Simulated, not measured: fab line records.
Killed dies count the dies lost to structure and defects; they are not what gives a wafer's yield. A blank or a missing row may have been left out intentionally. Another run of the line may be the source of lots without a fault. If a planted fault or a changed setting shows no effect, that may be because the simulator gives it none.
A lot that was struck, set against a sound lot    flow sfq-line    42 out of 325 route steps
Sound: the wafers L810.2, L810.4, L810.5. The struck wafers were L821.1, L821.2, L821.5. At the end, the cause is stated.
At each step with rows: each side's tool, then ch and its chambers, then its first start. Under that, the readings that differ: sound wafers    struck wafers    difference of the means    sigmas: that difference in standard deviations of wafers without a fault.
alike: readings with means less than 2 such deviations apart, plus words and numbers identical on both sides. not compared: withheld readings, readings lacking a value on some wafer, bounds such as >300 that could conceal the same value, and numbers that have no deviation in the record and whose values overlap.
Wherever a step has rows on one side only, a row that says differs or no value, or a row with sigmas, the two part there. Non-overlapping numbers with no deviation appear without sigmas and do not part them. A reading missing from all wafers of one side parts the sides only when that side holds two or more wafers.

first, 6 steps without rows for these wafers: SFQ_TRILAYER_M4_LITHO_COAT_098 (resist thk 62 nm); SFQ_TRILAYER_M4_LITHO_COAT_093 (resist thk 600 nm); SFQ_TRILAYER_M4_LITHO_SOFTBAKE_097; SFQ_TRILAYER_M4_LITHO_EXPOSE_094 (exposes mask M4, target cd 500 nm); SFQ_TRILAYER_M4_LITHO_PEB_096 (peb time 60 s); SFQ_TRILAYER_M4_LITHO_DEVELOP_095 (time 60 s).
SFQ_M4_OVL_MEAS_926:
  sound on overlay-02, day 41 13:52; struck on overlay-02, day 45 17:22
  alike: M4_OVL
then, 1 step without rows for these wafers: SFQ_TRILAYER_M4_BARC_OPEN_METAL_ETCH_123 (etches BARC in O2, target depth 125 nm, time 41.7 s).
SFQ_TRILAYER_M4_ETCH_METAL_ETCH_096: etches Nb in Cl2/Ar, stops on SiO2, target depth 240 nm, time 120 s.
  sound on rie-metal-02 ch 0, day 41 13:58; struck on rie-metal-02 ch 0,1, day 45 17:27
  alike: drypump-motor-current-A, oes-product-au
  not compared: rf-hours-counter-h
then, 2 steps without rows for these wafers: SFQ_TRILAYER_M4_STRIP_STRIP_097 (strips in O2); SFQ_TRILAYER_M4_STRIP_SOLV_CLEAN_098 (cleans in NMP, time 600 s).
SFQ_TRILAYER_I4_DEP_PECVD_099: deposits SiO2 from SiH4/N2O, time 111.11 s, target thk 500 nm.
  sound on pecvd-01 ch 0,1, day 41 14:52; struck on pecvd-02 ch 0,1, day 45 18:21
reading                 sound           struck          difference  sigmas
throttle-valve-pct (%)  21.7 22.0 23.4  24.9 24.3 24.0  +2.0        +3
  alike: heater-power-w, susceptor-temp-C
SFQ_TRILAYER_I4_CMP_CMP_100: polishes SiO2.
  sound on cmp-02 ch 0,3, day 42 02:16; struck on cmp-02 ch 0,1, day 45 22:48
reading                                              sound              struck             difference  sigmas
model.SiO2_of_TRILAYER_I4_DEP_PECVD_099.thk-nm (nm)  201.6 199.8 199.8  178.5 178.6 179.3  -21.6       
  alike: motor-current-A, retaining-ring-pressure-frac, slurry-filter-dp-kPa, time-to-endpoint-s
SFQ_I4_BOW_MEAS_927:
  sound on film-metro-01, day 42 04:47; struck on film-metro-02, day 46 01:48
  alike: I4_BOW
SFQ_TRILAYER_I4_METRO_MEASURE_101:
  sound on film-metro-01, day 42 05:05; struck on film-metro-02, day 46 01:55
reading      sound              struck             difference  sigmas
thk-nm (nm)  201.6 199.9 199.7  178.5 178.4 179.2  -21.7       -17
then, 6 steps without rows for these wafers: SFQ_TRILAYER_I4_VIA_LITHO_COAT_108 (resist thk 62 nm); SFQ_TRILAYER_I4_VIA_LITHO_COAT_103 (resist thk 650 nm); SFQ_TRILAYER_I4_VIA_LITHO_SOFTBAKE_107; SFQ_TRILAYER_I4_VIA_LITHO_EXPOSE_104 (exposes mask I4, target cd 700 nm); SFQ_TRILAYER_I4_VIA_LITHO_PEB_106 (peb time 60 s); SFQ_TRILAYER_I4_VIA_LITHO_DEVELOP_105 (time 60 s).
-- the record jumps here: 5 days lie between the struck wafers' starts before and after --
SFQ_I4_OVL_MEAS_928:
  sound on overlay-02, day 47 21:05; struck on overlay-02, day 50 15:59
  alike: I4_OVL
then, 1 step without rows for these wafers: SFQ_TRILAYER_I4_VIA_BARC_OPEN_VIA_ETCH_146 (etches BARC in O2, target depth 125 nm, time 41.7 s).
SFQ_TRILAYER_I4_VIA_ETCH_VIA_ETCH_106: etches SiO2 in CHF3, stops on Nb, target depth 260 nm.
  sound on rie-diel-03 ch 0,1,3, day 47 21:10; struck on rie-diel-03 ch 0,2,3, day 50 16:04
reading                         sound              struck             difference  sigmas
oes-product-au (a.u.)           0.859 0.855 0.851  0.801 0.805 0.799  -0.053      -10
model.etch.depth-nm (nm)        201.6 199.8 199.8  178.5 178.6 179.3  -21.6       
model.I4.feature-depth-nm (nm)  201.6 199.8 199.8  178.5 178.6 179.3  -21.6       
  alike: drypump-motor-current-A
SFQ_TRILAYER_I4_VIA_STRIP_STRIP_107: strips in O2.
  sound on rie-metal-02 ch 1, day 47 21:42; struck on rie-metal-01 ch 0,1, day 50 16:10
reading                      sound              struck             difference  sigmas
drypump-motor-current-A (A)  6.2 6.2 6.2        5.3 5.6 5.3        -0.8        -3
oes-product-au (a.u.)        1.028 1.027 1.023  0.990 1.000 0.989  -0.033      -3
  not compared: rf-hours-counter-h
then, 2 steps without rows for these wafers: SFQ_TRILAYER_I4_VIA_STRIP_SOLV_CLEAN_108 (cleans in NMP, time 600 s); SFQ_TRILAYER_JJ_TRILAYER_DEP_PRE_CLEAN_113 (time 22.5 s).
SFQ_TRILAYER_JJ_TRILAYER_DEP_SPUTTER_109: material Nb, target thk 150 nm, time 100 s.
  sound on pvd-sputter-05, day 47 22:54; struck on pvd-sputter-03, day 50 16:59
  alike: base-pressure-pa, throttle-valve-pct
then, 3 steps without rows for these wafers: SFQ_TRILAYER_JJ_TRILAYER_DEP_SPUTTER_110 (material Al, target thk 8 nm, time 10 s); SFQ_TRILAYER_JJ_TRILAYER_DEP_AL_OXIDATION_111 (oxidation time 600 s); SFQ_TRILAYER_JJ_TRILAYER_DEP_SPUTTER_112 (material Nb, target thk 170 nm, time 113.3 s).
SFQ_JJ_RS_MEAS_929: measurement is done with a four-point probe.
  sound on film-metro-03, day 48 00:06; struck on film-metro-03, day 50 20:03
  alike: JJ_NB_RS
then, 6 steps without rows for these wafers: SFQ_TRILAYER_JJ_CE_LITHO_COAT_119 (resist thk 62 nm); SFQ_TRILAYER_JJ_CE_LITHO_COAT_114 (resist thk 600 nm); SFQ_TRILAYER_JJ_CE_LITHO_SOFTBAKE_118; SFQ_TRILAYER_JJ_CE_LITHO_EXPOSE_115 (exposes mask J5, target cd 700 nm); SFQ_TRILAYER_JJ_CE_LITHO_PEB_117 (peb time 60 s); SFQ_TRILAYER_JJ_CE_LITHO_DEVELOP_116 (time 60 s).
-- the record jumps here: 5 days lie between the struck wafers' starts before and after --
SFQ_JJ_OVL_MEAS_931:
  sound on overlay-02, day 52 15:44; struck on overlay-02, day 55 22:49
  alike: J5_OVL
SFQ_TRILAYER_JJ_CE_METRO_MEASURE_117:
  sound on cd-sem-01, day 52 15:58; struck on cd-sem-02, day 55 22:52
  alike: cd-nm
then, 1 step without rows for these wafers: SFQ_TRILAYER_JJ_CE_BARC_OPEN_RIE_150 (chemistry O2, target BARC, target depth 240 nm, time 80 s).
-- the record jumps here: 5 days lie between the struck wafers' starts before and after --
SFQ_TRILAYER_M5_ETCH_METAL_ETCH_126: etches Nb in Cl2/BCl3, stops on SiO2, time 203.2 s, target depth 265 nm.
  sound on rie-metal-03 ch 0, day 53 02:58; struck on rie-metal-01 ch 0,1, day 61 10:51
reading                                              sound              struck           difference  sigmas
model.SiO2_of_TRILAYER_I4_DEP_PECVD_099.thk-nm (nm)  181.6 179.8 179.7  158.5 159 159.7  -21.3       
  alike: drypump-motor-current-A, oes-product-au
  not compared: rf-hours-counter-h

## WHERE THEY PART
Earliest at SFQ_TRILAYER_I4_DEP_PECVD_099; latest, in this record, at SFQ_TRILAYER_I4_VIA_STRIP_STRIP_107. Later steps at which nothing parts them and some readings are alike: SFQ_TRILAYER_JJ_TRILAYER_DEP_SPUTTER_109, SFQ_JJ_RS_MEAS_929, SFQ_JJ_OVL_MEAS_931, SFQ_TRILAYER_JJ_CE_METRO_MEASURE_117, SFQ_TRILAYER_M5_ETCH_METAL_ETCH_126.

WHY: whatever the simulator had introduced
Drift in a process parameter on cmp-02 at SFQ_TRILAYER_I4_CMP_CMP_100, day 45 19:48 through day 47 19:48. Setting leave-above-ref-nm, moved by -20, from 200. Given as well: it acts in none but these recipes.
